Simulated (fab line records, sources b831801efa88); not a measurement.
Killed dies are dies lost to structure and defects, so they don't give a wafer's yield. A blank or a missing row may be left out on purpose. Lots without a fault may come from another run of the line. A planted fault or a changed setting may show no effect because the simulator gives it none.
Which tool did it? | flow sky130 | 6 lots, 18 wafers sampled, at 2 steps of a route of 708

WHAT THE GAUGES READ, wafer by wafer
SKY_RES_XHIGH_TW_MEAS_09.
lot  | measured     | on            | RES_XHIGH_TW
L706 | day 26 18:38 | film_metro-04 | 1678 1680 1670
L708 | day 27 10:36 | film_metro-03 | 1652 1642 1646
L710 | day 28 10:20 | film_metro-03 | 1644 1641 1644
L712 | day 28 19:02 | film_metro-03 | 1641 1648 1651
L722 | day 32 11:03 | film_metro-03 | 1544 1538 1544
L727 | day 33 19:44 | film_metro-01 | 1656 1655 1668

WHICH TOOL RAN EACH LOT (tool, then ch and the chambers of the sampled wafers, then the start)
lot  | SKY_RES_XHIGH_IMPLANT_07
L706 | implanter-04 ch 0, day 26 18:24
L708 | implanter-01 ch 0, day 27 10:21
L710 | implanter-01 ch 0, day 28 10:06
L712 | implanter-04 ch 0, day 28 18:47
L722 | implanter-04 ch 0, day 32 10:50
L727 | implanter-02 ch 0, day 33 19:29
- SKY_RES_XHIGH_IMPLANT_07

THE ANSWER, worked out from the rows above alone
Rule: what is usual is taken from the lots themselves. Put in order of their means at a reading, lots are off if they are a third of the lots or fewer, leave a main group of 4 or more, and stand apart from it by a gap of 3 or more times the standard deviation of the main group's means; of several such gaps the widest counts. A main group whose means are all the same, to the digits that the tables above print for the reading, isn't used. A lot without any number at a reading at which 4 lots or more have one is off too. The other lots that the step has rows for count as sound.
Off: L722, at SKY_RES_XHIGH_TW_MEAS_09 (RES_XHIGH_TW). The main group: mean 1654, standard deviation 12.
A tool fits if, at a process step before that reading, it ran every lot that is off, and no sound lot after the first of them. The gauges at SKY_RES_XHIGH_TW_MEAS_09 are tried like those tools. Can't be told from this: 2 tools fit, implanter-04 at SKY_RES_XHIGH_IMPLANT_07, film_metro-03 at SKY_RES_XHIGH_TW_MEAS_09.

WHAT THE SIMULATOR HAD PUT IN
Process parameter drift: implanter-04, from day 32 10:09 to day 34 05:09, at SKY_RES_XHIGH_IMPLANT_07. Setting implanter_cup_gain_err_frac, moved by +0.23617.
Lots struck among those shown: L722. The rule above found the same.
